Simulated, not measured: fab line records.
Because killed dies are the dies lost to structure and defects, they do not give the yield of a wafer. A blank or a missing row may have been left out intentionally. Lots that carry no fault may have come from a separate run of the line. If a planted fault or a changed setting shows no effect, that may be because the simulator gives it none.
A struck lot beside a sound one / flow sky130 / 26 steps out of a route of 708
Sound: wafers L740.3, L740.5, L740.6. Struck: wafer L747.3 (left out: L747.5, L747.6 of the same lot, which were not struck); the cause appears at the end.
For every step that has rows: the tool of each side, followed by ch and its chambers, followed by its first start. Under that, the readings that differ: sound wafers / struck wafers / difference of the means / sigmas: that difference in standard deviations of wafers without a fault.
alike: same words and numbers on both sides, and readings whose means sit less than 2 such deviations apart. not compared: any withheld reading, any reading some wafer has no value for, any bound like >300 that may hide the same value, and any number with overlapping values for which the record gives no deviation.
Wherever a step has rows on one side only, a row that says differs or no value, or a row with sigmas, the two part there. When numbers do not overlap yet have no deviation, they are printed without sigmas and do not part them. A reading missing from all wafers of one side parts the sides only when that side holds two or more wafers.

first, 8 steps without rows for these wafers: SKY_FIELD_ISO_DEHYDRATE_05 (time 60 s); SKY_FIELD_ISO_HMDS_06 (prime time 60 s); SKY_FIELD_ISO_COAT_07 (resist thk 60 nm); SKY_FIELD_ISO_COAT_08 (resist thk 450 nm); SKY_FIELD_ISO_SOFTBAKE_09 (time 90 s); SKY_FIELD_ISO_EXPOSE_10 (exposes mask FOM, target cd 150 nm); SKY_FIELD_ISO_PEB_11; SKY_FIELD_ISO_DEVELOP_12 (develop time 60 s).
SKY_FIELD_ISO_CD_MEAS_13: target cd 150 nm.
  sound: cd_sem-01 at day 3 18:07; struck: cd_sem-01 at day 5 06:07
  alike: cd_nm
SKY_FIELD_ISO_ETCH_14: etches BARC in N2/H2, stops on SiO2, time 45.9 s, target depth 60 nm.
  sound on rie_diel-01 ch 0,1, day 3 18:11; struck on rie_diel-02 ch 3, day 5 06:14
  alike: drypump_motor_current_A, oes_product_au, run_length_s, throttle_valve_pct
  not compared: rf_hours_counter_h
SKY_FIELD_ISO_ETCH_15: etches the open film in CHF3/O2, stops on Si, target depth 180 nm, time 72 s.
  sound on rie_diel-01 ch 0,1, day 3 18:14; struck on rie_diel-02 ch 3, day 5 06:22
  alike: drypump_motor_current_A, oes_product_au, run_length_s, throttle_valve_pct
  not compared: rf_hours_counter_h
SKY_FIELD_ISO_STRIP_16: strips in O2/N2.
  sound on plasma_asher-01 ch 0,1, day 3 18:19; struck on plasma_asher-02 ch 1, day 5 06:31
reading=drypump_motor_current_A (A); sound=5.0 5.4 5.0; struck=6.7; difference=+1.6; sigmas=+2
reading=strip_time_to_endpoint_s (s); sound=3.58 3.57 3.50; struck=3.45; difference=-0.10; sigmas=-2
  alike: oes_product_au
SKY_FIELD_ISO_ETCH_17: etches Si in HBr/Cl2/O2, target depth 342 nm, time 97.7 s.
  sound on rie_si-01 ch 0,1, day 3 18:23; struck on rie_si-02 ch 3, day 5 06:35
reading=run_length_s (s); sound=126.6 126.1 126.7; struck=77.7; difference=-48.8; sigmas=-99 or more
reading=throttle_valve_pct (%); sound=25.661 25.633 25.663; struck=25.677; difference=+0.025; sigmas=+2
reading=model.FIELD_ISO.feature_depth_nm (nm); sound=332.7 352.2 331.1; struck=167.6; difference=-171.1; sigmas=
reading=model.etch.depth_nm (nm); sound=332.7 352.2 331.1; struck=167.6; difference=-171.1; sigmas=
reading=model.Si3N4_of_FIELD_ISO_CVD_03.thk_nm (nm); sound=151.7 152.3 152.3; struck=157.9; difference=+5.8; sigmas=
  alike: HBr_flow_sccm, drypump_motor_current_A, oes_product_au
  not compared: rf_hours_counter_h
then, 5 steps without rows for these wafers: SKY_FIELD_ISO_WET_ETCH_18 (etches Si3N4 in H3PO4, target depth 25 nm, time 286 s); SKY_FIELD_ISO_CLEAN_19 (cleans in SC1/SC2, time 150 s); SKY_FIELD_ISO_CLEAN_20 (cleans in dHF, time 20 s); SKY_FIELD_ISO_WET_ETCH_21 (etches SiO2 in dHF, target depth 20 nm, time 400 s); SKY_FIELD_ISO_OXIDATION_22 (stabilise 600 s, purge 300 s, target thk 10 nm).
SKY_FIELD_ISO_THK_MEAS_23:
  sound: film_metro-01 at day 3 20:11; struck: film_metro-04 at day 5 08:08
  alike: FIELD_ISO_OXIDATION_01_THK
then, 1 step without rows for these wafers: SKY_FIELD_ISO_CVD_24 (deposits SiO2, target thk 595 nm, time 99.2 s).
SKY_FIELD_ISO_THK_MEAS_25:
  sound: film_metro-04 at day 3 20:19; struck: film_metro-04 at day 5 08:16
  alike: FIELD_ISO_CVD_24_THK
then, 1 step without rows for these wafers: SKY_FIELD_ISO_ANNEAL_26 (time 1800 s).
SKY_FIELD_ISO_CMP_27: polishes, stops on Si3N4, t overpolish 16 s, target thk 457.8 nm.
  sound on cmp-01 ch 1,2,3, day 3 21:57; struck on cmp-02 ch 1, day 5 09:55
  alike: motor_current_A, overpolish_run_s, time_to_endpoint_s
SKY_FIELD_ISO_WET_ETCH_28: etches SiO2 in dHF, target depth 23.7 nm, time 47 s.
  sound on wet_bench-03 ch 1, day 3 22:09; struck on wet_bench-03 ch 1, day 5 10:07
reading=model.Si3N4_of_FIELD_ISO_CVD_03.thk_nm (nm); sound=120.7 121 121.2; struck=127; difference=+6; sigmas=
  alike: run_length_s
then, 1 step without rows for these wafers: SKY_FIELD_ISO_WET_ETCH_29 (etches Si3N4 in H3PO4, target depth 160 nm, time 1825 s).
-- here the record skips 44 days between the struck wafers' starts before and after, leaving off in module FIELD_ISO and picking up in module PAD_OPEN (first step shown: number 708 of the route) --
SKY_PAD_OPEN_PROBE_99:
  sound: prober-01 at day 47 13:22; struck: prober-02 at day 49 05:59
reading=killed_at_contacts; sound=29 24 26; struck=16; difference=-10; sigmas=-2
reading=model.etest.res_p_drift_20v.line_ohm_um; sound=1.14e+04 1.383e+04 1.141e+04; struck=7678; difference=-4535; sigmas=
reading=model.etest.pfet_16v.r_on_ohm_um; sound=1.51e+04 1.609e+04 1.492e+04; struck=1.165e+04; difference=-3.720e+03; sigmas=
reading=model.etest.res_p_drift_20v.rs_ohm_sq; sound=9559 1.143e+04 9556; struck=6389; difference=-3793; sigmas=
reading=model.etest.res_iso_pwell.rs_ohm_sq; sound=2872 3448 2857; struck=1729; difference=-1330; sigmas=
reading=model.etest.nfet_16v.r_on_ohm_um; sound=1.404e+04 1.426e+04 1.393e+04; struck=1.334e+04; difference=-7.367e+02; sigmas=
reading=model.etest.res_iso_pwell.line_ohm_um; sound=1086 1317 1071; struck=656.9; difference=-501.1; sigmas=
reading=model.etest.res_nwell.line_ohm_um; sound=1174 1265 1160; struck=850.7; difference=-349.0; sigmas=
reading=model.etest.res_nwell.rs_ohm_sq; sound=968.5 1067 973.7; struck=686.3; difference=-316.8; sigmas=
  alike: killed_at_M0_to_M3, killed_at_M4_up, killed_at_front_end, killed_at_other, killed_dies, killed_open, killed_short

## WHERE THEY PART
Earliest at SKY_FIELD_ISO_STRIP_16; latest, in this record, at SKY_PAD_OPEN_PROBE_99.

WHY: whatever the simulator had introduced
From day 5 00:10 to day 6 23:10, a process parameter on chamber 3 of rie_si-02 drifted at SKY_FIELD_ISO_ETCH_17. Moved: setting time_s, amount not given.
